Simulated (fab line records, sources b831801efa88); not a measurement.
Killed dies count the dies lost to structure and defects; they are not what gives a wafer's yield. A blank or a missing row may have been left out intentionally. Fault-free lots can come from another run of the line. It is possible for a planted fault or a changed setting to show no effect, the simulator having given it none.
A struck lot beside a sound one    flow sky130    18 steps out of a route of 708
Sound: the wafers L441.3, L441.4, L441.5. Struck: wafers L442.1, L442.6 (left out: L442.4, a lot-mate that was not struck); the cause follows at the end.
Each step with rows lists, per side, the tool, then ch with its chambers, then its first start. Under that, the readings that differ: sound wafers    struck wafers    difference of the means    sigmas: that difference in standard deviations of wafers without a fault.
alike: readings whose means differ by less than 2 such deviations, and words and numbers that are the same on both sides. not compared: withheld readings, readings that some wafer has no value for, bounds like >300 that may hide the same value, and numbers for which the record gives no deviation and whose values overlap.
A row with sigmas, a row that says differs or no value, or rows on one side alone: a step with any of these is where the two part. Numbers that don't overlap but have no deviation are shown without sigmas and don't part them. A reading missing from all wafers of one side parts the sides only when that side holds two or more wafers.

first, 1 step without rows for these wafers: SKY_FIELD_ISO_DEVELOP_12 (develop time 60 s).
SKY_FIELD_ISO_CD_MEAS_13: target cd 150 nm.
  sound: cd sem-01 at day 5 00:37; struck: cd sem-01 at day 5 04:09
  alike: cd nm
SKY_FIELD_ISO_ETCH_14: etches BARC in N2/H2, stops on SiO2, time 45.9 s, target depth 60 nm.
  sound on rie diel-02 ch 0,2,3, day 5 00:42; struck on rie diel-04 ch 0,3, day 5 04:16
  alike: drypump motor current A, oes product au, throttle valve pct
  not compared: rf hours counter h
SKY_FIELD_ISO_ETCH_15: etches the open film in CHF3/O2, stops on Si, target depth 180 nm, time 72 s.
  sound on rie diel-02 ch 0,2,3, day 5 00:45; struck on rie diel-04 ch 0,3, day 5 04:19
  alike: drypump motor current A, oes product au, throttle valve pct
  not compared: rf hours counter h
SKY_FIELD_ISO_STRIP_16: strips in O2/N2.
  sound on plasma asher-04 ch 0,1, day 5 00:50; struck on plasma asher-04 ch 0,1, day 5 04:22
reading                       sound           struck     difference  sigmas
strip time to endpoint s (s)  3.61 3.57 3.56  3.47 3.52  -0.08       -2
  alike: drypump motor current A, oes product au
  not compared: rf hours counter h
SKY_FIELD_ISO_ETCH_17: etches Si in HBr/Cl2/O2, target depth 342 nm, time 97.7 s.
  sound on rie si-01 ch 0,1,3, day 5 00:54; struck on rie si-02 ch 1,3, day 5 04:28
  alike: drypump motor current A, mfc cl2 sccm, oes product au, throttle valve pct
  not compared: rf hours counter h
then, 5 steps without rows for these wafers: SKY_FIELD_ISO_WET_ETCH_18 (etches Si3N4 in H3PO4, target depth 25 nm, time 286 s); SKY_FIELD_ISO_CLEAN_19 (cleans in SC1/SC2, time 143.6 s); SKY_FIELD_ISO_CLEAN_20 (cleans in dHF, time 20 s); SKY_FIELD_ISO_WET_ETCH_21 (etches SiO2 in dHF, target depth 20 nm, time 400 s); SKY_FIELD_ISO_OXIDATION_22 (stabilise 600 s, purge 300 s, target thk 10 nm).
SKY_FIELD_ISO_THK_MEAS_23:
  sound: film metro-04 at day 5 03:57; struck: film metro-02 at day 5 06:48
  alike: FIELD_ISO_OXIDATION_01_THK
SKY_FIELD_ISO_CVD_24: deposits SiO2, target thk 595 nm, time 99.2 s.
  sound on hdpcvd-02 ch 0,1,2, day 5 03:59; struck on hdpcvd-01 ch 1,2, day 5 06:52
reading                                     sound              struck     difference  sigmas
model.SiO2_of_FIELD_ISO_CVD_24.thk nm (nm)  601.5 599.7 591.7  779.7 774  +179.2      
  alike: sih4 flow sccm
SKY_FIELD_ISO_THK_MEAS_25:
  sound: film metro-04 at day 5 04:05; struck: film metro-04 at day 5 06:56
reading                    sound        struck   difference  sigmas
FIELD_ISO_CVD_24_THK (nm)  602 599 591  779 774  +179        +29
then, 1 step without rows for these wafers: SKY_FIELD_ISO_ANNEAL_26 (time 1800 s).
SKY_FIELD_ISO_CMP_27: polishes, stops on Si3N4, t overpolish 16 s, target thk 457.8 nm.
  sound on cmp-01 ch 0,1,3, day 5 05:37; struck on cmp-01 ch 1,2, day 5 09:49
reading                 sound        struck   difference  sigmas
time to endpoint s (s)  112 112 111  159 154  +45         +10
  alike: motor current A
then, 1 step without rows for these wafers: SKY_FIELD_ISO_WET_ETCH_28 (etches SiO2 in dHF, target depth 23.7 nm, time 47 s).
-- record jumps: 44 days separate the struck wafers' starts on either side; left off in module FIELD_ISO, taken up again in module PAD_OPEN, whose first shown step is the route's number 708 --
SKY_PAD_OPEN_PROBE_99:
  sound: prober-02 at day 48 20:57; struck: prober-01 at day 49 00:19
reading          sound     struck  difference  sigmas
killed_at_M4_up  3 3 7     0 1     -4          -2
killed open      32 46 33  45 63   +17         +2
  alike: killed_at_M0_to_M3, killed at contacts, killed at front end, killed at other, killed dies, killed on rim, killed short

== WHERE THEY PART ==
Earliest at SKY_FIELD_ISO_STRIP_16; latest, in this record, at SKY_PAD_OPEN_PROBE_99.

WHY: what had been put in by the simulator
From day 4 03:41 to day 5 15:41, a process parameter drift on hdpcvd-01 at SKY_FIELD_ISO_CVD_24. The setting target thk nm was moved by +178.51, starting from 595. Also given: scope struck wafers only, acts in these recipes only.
